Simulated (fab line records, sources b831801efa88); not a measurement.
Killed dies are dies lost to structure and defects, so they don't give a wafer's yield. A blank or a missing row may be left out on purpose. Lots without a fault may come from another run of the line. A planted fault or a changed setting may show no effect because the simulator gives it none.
fab line records | flow sky130
record lots=5 wafers=15 last_day=50
route steps=708 shown METAL1@446 VIA1@458 PAD_OPEN@708
lots that met no fault: from a run of the same line without faults
start_h: hours from the record's first day to the start of the lot's first wafer shown | wait_h: hours since the lot's step before | " the same as in the row above | L1.1+2: a row that stands for several wafers | - no value, or no start given | * or withheld: withheld | < > ~ a bound
route shown NAME@n: a module of which the file shows steps, and the number in the route of the first | usual: mean/standard deviation of fault-free wafers | same: alike in all rows | chamber/n: place in a boat | sites: the reading at each site | _std_site: their standard deviation | _edge_site: outer sites' mean less inner sites' | radius_mm: how far each site lies from the wafer's centre | mask NAME#n: copy n | behind: the tool/chamber that last shaped the wafer | hold: why the lot was held/for how many hours/how that ended | device: the transistor (n, p or np) that didn't switch | end of line: the same wafers' tests at the end of the route | a step without rows: its recipe alone | killed: dies lost to structure and defects at the first sort, not the wafer's yield | map: a wafer's dies, x killed, . not, _ none there
set.NAME: the setting as run; set.NAME@STEP: as run at that earlier step | model.NAME: the simulator's own value behind a step, which no gauge read
lots at some steps of the route; a table a step, a row a wafer
services: from which hour (start_h, from the record's first day; less than 0 if before it) a tool's chamber was out of use, for how many hours, and why
## steps
# step SKY_METAL1_EXPOSE_12
# recipe mask_id=MM1 na=0.8 source_shape=annular sigma_inner=0.55 sigma_outer=0.85 target_cd_nm=140 dose_mj=28
# step SKY_METAL1_PEB_13
# recipe peb_temp_c=withheld peb_time_s=withheld resist=KrF-thick
# step SKY_METAL1_DEVELOP_14
# recipe develop_time_s=60 resist=KrF-thick dev_temp_c=21
# step SKY_METAL1_CD_MEAS_15
# recipe target_cd_nm=140
# usual cd_nm=139.5/1.6
# columns lot.wafer tool chamber start_h wait_h cd_nm
L205.2 cd_sem-02 - 757.78 - 140.1
L205.3 " - " " 139.3
L205.4 " - " " 139.4
L210.3 cd_sem-02 - 813.80 - 138.0
L210.5 " - " " 139.0
L210.6 " - " " 137.7
L220.2 cd_sem-01 - 887.59 - 141.8
L220.4 " - " " 141.8
L220.6 " - " " 143.5
L226.1 cd_sem-01 - 917.92 - 140.2
L226.3 " - " " 139.7
L226.5 " - " " 139.2
L227.2 cd_sem-01 - 935.59 - 138.4
L227.3 " - " " 137.1
L227.5 " - " " 139.5
# step SKY_METAL1_OVL_MEAS_16
# usual METAL1_OVL=0/6.4
# columns lot.wafer tool chamber start_h wait_h METAL1_OVL[nm]
L205.2 overlay-02 - 757.88 0.1 -6
L205.3 " - " " -4
L205.4 " - " " -5
L210.3 overlay-01 - 813.89 0.1 2
L210.5 " - " " 3
L210.6 " - " " 10
L220.2 overlay-01 - 887.70 0.1 4
L220.4 " - " " 1
L220.6 " - " " 3
L226.1 overlay-01 - 918.04 0.1 -6
L226.3 " - " " -11
L226.5 " - " " -6
L227.2 overlay-01 - 935.69 0.1 -9
L227.3 " - " " -1
L227.5 " - " " -5
# step SKY_METAL1_DESCUM_17
# recipe chemistry=O2 source_power_w=150 bias_power_w=0 pressure_mtorr=10 temp_c=40 time_s=8
# usual drypump_motor_current_A=5.9/0.48 oes_product_au=0.993/0.011
# columns lot.wafer tool chamber start_h wait_h drypump_motor_current_A oes_product_au rf_hours_counter_h
L205.2 rie_metal-02 0 757.91 0.0 5.8 0.997 12
L205.3 " 0 " " 5.8 0.988 -
L205.4 " 1 " " 6.4 1.013 -
L210.3 rie_metal-02 0 813.92 0.0 5.8 0.993 -
L210.5 " 1 " " 6.4 1.017 -
L210.6 " 0 " " 5.8 0.985 -
L220.2 rie_metal-04 0 887.73 0.0 5.1 0.993 11
L220.4 " 0 " " 5.1 0.992 -
L220.6 " 1 " " 6.1 0.988 -
L226.1 rie_metal-04 0 918.07 0.0 5.1 1.001 13
L226.3 " 0 " " 5.1 0.993 -
L226.5 " 1 " " 6.1 0.976 -
L227.2 rie_metal-01 0 935.72 0.0 5.7 0.983 6
L227.3 " 0 " " 5.7 0.988 -
L227.5 " 0 " " 5.7 0.985 -
# step SKY_METAL1_ETCH_18
# recipe chemistry=N2/H2 target=BARC ion_energy_ev=200 bias_w=100 pressure_mtorr=30 n2_flow_sccm=100 h2_flow_sccm=200 icp_w=500 stop_on=SiO2 time_s=45.9 target_depth_a=600
# usual drypump_motor_current_A=5.9/0.49 oes_product_au=0.855/0.0048 throttle_valve_pct=13.225/0.0084
# columns lot.wafer tool chamber start_h wait_h drypump_motor_current_A oes_product_au rf_hours_counter_h throttle_valve_pct
L205.2 rie_metal-02 0 757.94 0.0 5.8 0.853 12 13.238
L205.3 " 0 " " 5.8 0.855 - 13.211
L205.4 " 1 " " 6.4 0.855 - 13.230
L210.3 rie_metal-02 0 813.96 0.0 5.8 0.853 - 13.236
L210.5 " 1 " " 6.4 0.857 - 13.216
L210.6 " 0 " " 5.8 0.844 - 13.223
L220.2 rie_metal-04 0 887.77 0.0 5.1 0.855 11 13.224
L220.4 " 0 " " 5.1 0.855 - 13.234
L220.6 " 1 " " 6.1 0.856 - 13.228
L226.1 rie_metal-04 0 918.10 0.0 5.1 0.857 13 13.221
L226.3 " 0 " " 5.1 0.865 - 13.213
L226.5 " 1 " " 6.2 0.855 - 13.214
L227.2 rie_metal-01 0 935.75 0.0 5.7 0.850 6 13.222
L227.3 " 0 " " 5.7 0.855 - 13.235
L227.5 " 0 " " 5.7 0.861 - 13.233
# step SKY_METAL1_METAL_ETCH_19
# recipe target_depth_a=3600 stop_on=SiO2 over_etch_frac=0.3 time_s=78 chemistry=Cl2/BCl3 resist_sidewall_deg=88 pressure_mtorr=10 icp_w=900 bias_w=48.5 Cl2_flow_sccm=60 bcl3_flow_sccm=30
# usual bcl3_flow_sccm=30.02/0.089 drypump_motor_current_A=5.9/0.48 oes_product_au=0.854/0.0057 throttle_valve_pct=22.264/0.0085
# columns lot.wafer tool chamber start_h wait_h bcl3_flow_sccm drypump_motor_current_A oes_product_au rf_hours_counter_h throttle_valve_pct
L205.2 rie_metal-02 0 758.01 0.0 30.08 5.8 0.853 12 22.255
L205.3 " 0 " " 29.98 5.8 0.860 - 22.262
L205.4 " 1 " " 30.02 6.4 0.865 - 22.258
L210.3 rie_metal-02 0 814.04 0.1 30.13 5.8 0.855 - 22.276
L210.5 " 1 " " 30.12 6.4 0.860 - 22.264
L210.6 " 0 " " 30.08 5.8 0.847 - 22.272
L220.2 rie_metal-04 0 887.83 0.0 29.94 5.1 0.848 11 22.264
L220.4 " 0 " " 29.86 5.1 0.857 - 22.270
L220.6 " 1 " " 29.93 6.1 0.849 - 22.256
L226.1 rie_metal-04 0 918.17 0.0 30.01 5.1 0.857 13 22.259
L226.3 " 0 " " 29.99 5.1 0.862 - 22.259
L226.5 " 1 " " 30.18 6.1 0.854 - 22.264
L227.2 rie_metal-01 0 935.82 0.0 30.21 5.7 0.853 6 22.266
L227.3 " 0 " " 30.16 5.7 0.846 - 22.272
L227.5 " 0 " " 30.13 5.7 0.863 - 22.257
# step SKY_METAL1_STRIP_20
# recipe chemistry=O2/N2 power_w=1400 pressure_mtorr=1500 platen_temp_c=withheld o2_flow_sccm=3000 n2_flow_sccm=300 overash_fraction=0.5
# usual drypump_motor_current_A=5.5/0.65 o2_flow_sccm=3000/8.8 oes_product_au=0.345/0.005 strip_time_to_endpoint_s=2.72/0.053
# columns lot.wafer tool chamber start_h wait_h drypump_motor_current_A o2_flow_sccm oes_product_au rf_hours_counter_h strip_time_to_endpoint_s
L205.2 plasma_asher-01 0 758.10 0.1 4.7 3009 0.349 62 2.74
L205.3 " 1 " " 6.3 2981 0.345 - 2.75
L205.4 " 0 " " 4.7 3010 0.344 - 2.67
L210.3 plasma_asher-01 1 814.13 0.1 6.3 2996 0.345 - 2.72
L210.5 " 0 " " 4.7 3013 0.343 - 2.63
L210.6 " 1 " " 6.2 2992 0.345 - 2.75
L220.2 plasma_asher-03 1 887.92 0.1 6.0 3010 0.348 14 2.77
L220.4 " 1 " " 5.9 3000 0.345 - 2.76
L220.6 " 0 " " 4.9 3009 0.347 - 2.77
L226.1 plasma_asher-03 1 918.26 0.1 6.0 3000 0.345 18 2.75
L226.3 " 0 " " 5.0 3006 0.342 - 2.73
L226.5 " 1 " " 6.0 2986 0.348 - 2.84
L227.2 plasma_asher-01 1 935.91 0.1 6.3 2994 0.350 81 2.76
L227.3 " 0 " " 4.7 3001 0.349 - 2.75
L227.5 " 1 " " 6.3 3001 0.349 - 2.77
# step SKY_METAL1_STRIP_21
# recipe chemistry=post_etch_residue_remover time_s=1200 temp_c=72.5
# step SKY_METAL1_CLEAN_22
# recipe chemistry=IPA time_s=180 temp_c=25
# step SKY_METAL1_CLEAN_23
# recipe chemistry=O3/DIW dry=n2_spin
# step SKY_VIA1_HDPCVD_00
# recipe material=SiO2 target_thk_nm=1030 sigma_open_frac=0.3 time_s=171.7 temp_c=400 sih4_flow_sccm=60 pressure_mtorr=6
# usual sih4_flow_sccm=60.01/0.17
# columns lot.wafer tool chamber start_h wait_h sih4_flow_sccm model.SiO2_of_VIA1_HDPCVD_00.thk_nm
L205.2 hdpcvd-02 2 758.72 0.0 59.96 1031
L205.3 " 0 " " 60.09 1025
L205.4 " 2 " " 59.89 1032
L210.3 hdpcvd-01 0 814.69 0.0 60.08 1039
L210.5 " 2 " " 59.87 1041
L210.6 " 1 " " 59.79 1035
L220.2 hdpcvd-02 2 888.52 0.0 60.07 1034
L220.4 " 0 " " 50.84 875.9
L220.6 " 1 " " 59.98 1041
L226.1 hdpcvd-01 0 918.89 0.0 59.99 1020
L226.3 " 2 " " 60.02 1036
L226.5 " 2 " " 59.96 1033
L227.2 hdpcvd-01 2 936.50 0.0 60.16 1019
L227.3 " 0 " " 60.32 1030
L227.5 " 2 " " 59.95 1015
# step SKY_VIA1_THK_MEAS_01
# recipe reads=SiO2_of_VIA1_HDPCVD_00
# usual VIA1_HDPCVD_THK=1026/11
# columns lot.wafer tool chamber start_h wait_h VIA1_HDPCVD_THK[nm]
L205.2 film_metro-01 - 758.84 0.1 1030
L205.3 " - " " 1024
L205.4 " - " " 1032
L210.3 film_metro-02 - 814.83 0.1 1039
L210.5 " - " " 1041
L210.6 " - " " 1035
L220.2 film_metro-01 - 888.64 0.1 1035
L220.4 " - " " 876
L220.6 " - " " 1041
L226.1 film_metro-01 - 919.00 0.1 1021
L226.3 " - " " 1035
L226.5 " - " " 1033
L227.2 film_metro-03 - 936.62 0.1 1020
L227.3 " - " " 1030
L227.5 " - " " 1015
# step SKY_VIA1_CMP_02
# recipe material=SiO2 down_force_psi=4 platen_rpm=60 pad_velocity_m_s=0.94248
# usual edge_zone_pressure_frac=1.000/0.0053 motor_current_A=12.4/1.4
# columns lot.wafer tool chamber start_h wait_h edge_zone_pressure_frac motor_current_A
L205.3 cmp-01 0 758.94 0.1 1.004 12.2
L205.2 " 1 " " 1.000 11.0
L205.4 " 2 " " 1.006 13.3
L210.3 cmp-02 0 814.92 0.1 0.993 13.9
L210.5 " 3 " " 0.990 10.8
L210.6 " 0 " " 0.995 14.7
L220.4 cmp-02 1 888.79 0.1 1.004 12.4
L220.2 " 2 " " 0.992 11.4
L220.6 " 3 " " 1.003 10.9
L226.1 cmp-01 3 919.11 0.1 1.000 14.6
L226.3 " 0 " " 1.008 11.8
L226.5 " 3 " " 0.996 14.9
L227.2 cmp-02 3 936.73 0.1 1.010 11.5
L227.3 " 1 " " 1.007 12.1
L227.5 " 2 " " 1.006 11.5
# step SKY_PAD_OPEN_PROBE_99
# usual defect_limited_yield=82.5/1.9 killed_at_M0_to_M3=43/6.7 killed_at_M4_up=3.2/1.9 killed_at_contacts=24/5.9 killed_at_front_end=15/4.1 killed_at_other=0.3/0.56 killed_dies=86/9.5 killed_open=47/7.4 killed_short=39/5.5 sort_bin_3_pad_short=0.8/0.4 sort_bin_5_function=10.4/1.4 sort_bin_6_memory=6.2/1.2 sort_n_pass=406/9.5 sort_yield_pct=82.5/1.9
# same gross_dies=492 killed_at_back_side=0 sort_bin_4_leakage[%]=0 sort_bin_8_speed[%]=0
# columns lot.wafer tool chamber start_h wait_h defect_limited_yield[%] killed_at_M0_to_M3 killed_at_M4_up killed_at_contacts killed_at_front_end killed_at_other killed_dies killed_open killed_short sort_bin_3_pad_short[%] sort_bin_5_function[%] sort_bin_6_memory[%] sort_n_pass sort_yield_pct[%]
L220.2 prober-02 - 1166.64 0.1 78.3 43 3 36 25 0 107 60 47 1.4 13.2 7.1 385 78.3
L220.4 prober-02 - 1166.74 0.2 80.5 42 4 30 20 0 96 52 44 0.6 12.6 6.3 396 80.5
L220.6 prober-02 - 1166.84 0.2 81.1 49 0 28 16 0 93 46 47 0.2 11.8 6.9 399 81.1
L227.2 prober-01 - 1198.84 0.1 82.3 43 4 23 17 0 87 53 34 0.6 12.8 4.3 405 82.3
L227.3 prober-01 - 1198.89 0.2 80.7 58 1 20 15 1 95 64 31 0.4 10.4 8.5 397 80.7
L227.5 prober-01 - 1198.99 0.2 82.7 35 4 27 19 0 85 55 30 0.4 9.6 7.3 407 82.7
# killed by level:class
L220.2 CONTACT:geometric_particle:open=14 LI_CONTACT:geometric_particle:open=10 VIA1:geometric_particle:open=8 VIA3:geometric_particle:open=7 POLY_GATE:geometric_particle:short=7 VIA1:geometric_particle:short=6 POLY_GATE:geometric_particle:open=6 CONTACT:geometric_particle:short=6
L220.4 VIA1:geometric_particle:open=14 CONTACT:geometric_particle:open=11 VIA1:geometric_particle:short=8 CONTACT:geometric_particle:short=7 METAL1:geometric_particle:short=6 LI_CONTACT:geometric_particle:open=5 FIELD_ISO:geometric_particle:open=4 POLY_GATE:geometric_particle:open=4
L220.6 LI_CONTACT:geometric_particle:open=9 VIA1:geometric_particle:open=9 CONTACT:geometric_particle:open=8 VIA1:geometric_particle:short=7 METAL2:geometric_particle:short=6 VIA3:geometric_particle:open=6 POLY_GATE:geometric_particle:short=5 VIA2:geometric_particle:short=5
L227.2 VIA3:geometric_particle:open=10 CONTACT:geometric_particle:open=8 VIA1:geometric_particle:open=8 VIA2:geometric_particle:open=6 POLY_GATE:geometric_particle:open=5 LI_CONTACT:geometric_particle:open=5 FIELD_ISO:geometric_particle:open=4 FIELD_ISO:geometric_particle:short=4
L227.3 VIA1:geometric_particle:open=13 VIA2:geometric_particle:open=12 VIA3:geometric_particle:open=11 CONTACT:geometric_particle:open=10 METAL2:geometric_particle:short=6 SPACER:geometric_particle:short=4 FIELD_ISO:geometric_particle:open=3 FIELD_ISO:geometric_particle:short=3
L227.5 CONTACT:geometric_particle:open=12 VIA1:geometric_particle:open=10 FIELD_ISO:geometric_particle:open=9 LI_CONTACT:geometric_particle:open=8 VIA3:geometric_particle:open=5 CONTACT:geometric_particle:short=4 VIA1:geometric_particle:short=4 VIA2:geometric_particle:open=4
## services
# columns tool chamber start_h hours kind
cmp-01 - 739.81 4.4 repair
cmp-01 - 744.21 5.0 pm
cmp-01 - 749.21 4.0 pm
cmp-01 - 759.58 3.8 repair
rie_metal-01 0 761.06 - clean
hdpcvd-01 0 765.60 6.8 repair
rie_metal-01 - 799.70 0.2 repair
plasma_asher-03 - 805.87 1.7 repair
hdpcvd-01 - 817.18 0.4 repair
cmp-01 - 823.34 2.7 repair
cmp-01 - 836.44 1.8 repair
cmp-01 - 836.74 0.4 repair
cmp-02 - 856.57 5.7 pm
hdpcvd-02 - 860.53 1.6 repair
rie_metal-02 0 863.30 - clean
rie_metal-02 0 863.30 22.1 scheduled_down
rie_metal-02 0 863.30 22.1 vent_cycle
hdpcvd-02 1 872.91 6.3 repair
rie_metal-02 0 885.90 15.6 repair
rie_metal-04 1 890.54 - clean
rie_metal-04 1 890.54 16.0 scheduled_down
rie_metal-04 1 890.54 16.0 vent_cycle
cmp-02 - 910.91 1.6 repair
cmp-02 - 912.51 4.0 pm
## key
first_sign step=SKY_VIA1_HDPCVD_00 reading=sih4_flow_sccm direction=down sigmas=54 usual=60.01 struck=50.84
effect step=SKY_VIA1_THK_MEAS_01 reading=VIA1_HDPCVD_THK direction=down sigmas=14 usual=1026 struck=876
model_effect step=SKY_VIA1_HDPCVD_00 value=SiO2_of_VIA1_HDPCVD_00.thk_nm without=1030 struck=875.9
met_at SKY_VIA1_HDPCVD_00
struck_wafers L220.4
onset_between 758.72 888.52
fault kind=process_parameter_drift tool=hdpcvd-02 chamber=0 onset_h=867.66 steps=SKY_VIA1_HDPCVD_00 channel=sih4_flow_sccm offset=-9 shape=step end_h=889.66 acts_in=these_recipes_only stated=60
